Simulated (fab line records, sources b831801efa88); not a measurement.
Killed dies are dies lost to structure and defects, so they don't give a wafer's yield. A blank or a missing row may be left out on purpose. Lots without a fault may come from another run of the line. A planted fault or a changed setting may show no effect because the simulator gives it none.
One fault seen from 2 desks | flow gf180mcu | each desk has only its own numbers; what lay behind them comes last

THE TOOL OWNER'S DESK: pvd_sputter-01
The tool's own readings at GF_V5_SPUTTER_21 (material Ti, target thk 15 nm, time 80.02 s): means of the sampled wafers that have a number, for each lot that ran on this tool. A lot is out of limits, marked OUT, if its mean lies more than 4 standard deviations from the usual mean; the brackets give that distance.
Columns: A = throttle_valve_pct at GF_V5_SPUTTER_21, usual 29.4 %
lot  | first seen here | A
L434 | day 28 15:34    | 28.6
L447 | day 32 03:26    | 28.3
L449 | day 32 13:39    | 29.8
This desk's finding: nothing out of limits on any of the 3 lots.

THE METROLOGY DESK
What the gauges read, lot by lot, whatever tool the lot ran on: means of the sampled wafers that have a number. A lot is out of limits, marked OUT, if its mean lies more than 4 standard deviations from the usual mean; the brackets give that distance.
Columns: A = cd_nm at GF_V5_CD_MEAS_14, usual 260.1 nm; B = V5_OVL at GF_V5_OVL_MEAS_15, usual -4 nm
lot  | first seen here | A     | B
L430 | day 27 11:50    | 259.8 | -0
L434 | day 28 14:43    | 261.5 | 1
L447 | day 32 02:34    | 261.1 | -5
L448 | day 32 03:45    | 259.9 | 0
L449 | day 32 12:48    | 260.9 | -3
L451 | day 32 21:08    | 258.8 | -9
This desk's finding: nothing out of limits on any of the 6 lots.

PUT TOGETHER
The tool owner's desk saw nothing out of limits.
The metrology desk saw nothing out of limits.

WHAT THE SIMULATOR HAD PUT IN
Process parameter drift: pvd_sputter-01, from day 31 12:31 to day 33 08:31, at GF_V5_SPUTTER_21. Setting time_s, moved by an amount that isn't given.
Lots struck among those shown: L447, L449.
